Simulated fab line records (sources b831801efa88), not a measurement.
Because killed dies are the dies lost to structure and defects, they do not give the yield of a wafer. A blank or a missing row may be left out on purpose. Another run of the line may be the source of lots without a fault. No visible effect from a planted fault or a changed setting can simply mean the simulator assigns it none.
Matching of chambers | flow gf180mcu | GF_V1_CMP_04 on cmp-01 has 4 sister chambers
The step polishes SiO2. 8 wafers are shown with their chamber, then 12 later ones without.

WAFERS WITH THEIR CHAMBER
wafer  | chamber | motor-current-A (A) | edge-zone-pressure-frac
L083.2 | 3       | 10.5                | 1.002
L085.6 | 2       | 12.9                | 1.001
L086.1 | 3       | 10.9                | 1.006
L086.3 | 1       | 11.2                | 1.009
L086.4 | 0       | 13.0                | 1.002
L088.2 | 2       | 11.9                | 0.999
L088.5 | 1       | 11.7                | 0.994
L088.6 | 0       | 13.6                | 1.001

WAFERS WHOSE CHAMBER IS MISSING
wafer  | motor-current-A (A) | edge-zone-pressure-frac
L092.1 | 13.0                | 1.003
L092.2 | 13.2                | 1.005
L092.6 | 12.8                | 1.003
L091.1 | 11.9                | 1.000
L091.2 | 10.5                | 1.003
L091.4 | 11.5                | 1.000
L094.2 | 11.4                | 1.001
L094.3 | 13.7                | 0.996
L094.4 | 12.8                | 1.001
L096.2 | 12.6                | 0.998
L096.3 | 10.9                | 1.003
L096.5 | 12.6                | 0.996

WHICH CHAMBER EACH ONE RAN IN
wafer  | from the rows above               | in truth
L092.1 | can't be placed: 0 or 2           | 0
L092.2 | can't be placed: 0 or 2           | 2
L092.6 | can't be placed: 2 or 0 or 1      | 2
L091.1 | can't be placed: 1 or 2 or 3 or 0 | 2
L091.2 | can't be placed: 3 or 1           | 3
L091.4 | can't be placed: 1 or 3 or 2      | 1
L094.2 | can't be placed: 1 or 3 or 2      | 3
L094.3 | can't be placed: 0 or 2           | 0
L094.4 | can't be placed: 2 or 0           | 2
L096.2 | can't be placed: 2 or 0 or 1      | 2
L096.3 | can't be placed: 3 or 1           | 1
L096.5 | can't be placed: 2 or 0 or 1      | 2
Correctly placed: 0 of 12. Not placeable from these rows: 12 (in 12, the candidates include the true chamber). Number placed wrongly: 0.
How it was worked out, from the rows above alone: a wafer's distance from a chamber is the root of the sum, over the readings, of the square of ((its reading less the chamber's mean) divided by the reading's scatter). The wafer belongs to the nearest chamber; if the next one is less than 2 further off, it can't be placed. Each chamber's mean is taken over the wafers shown for it. The scatter: take each reading less its chamber's mean, square it, sum over the shown wafers, divide by the number of wafers less the number of chambers, and take the root.
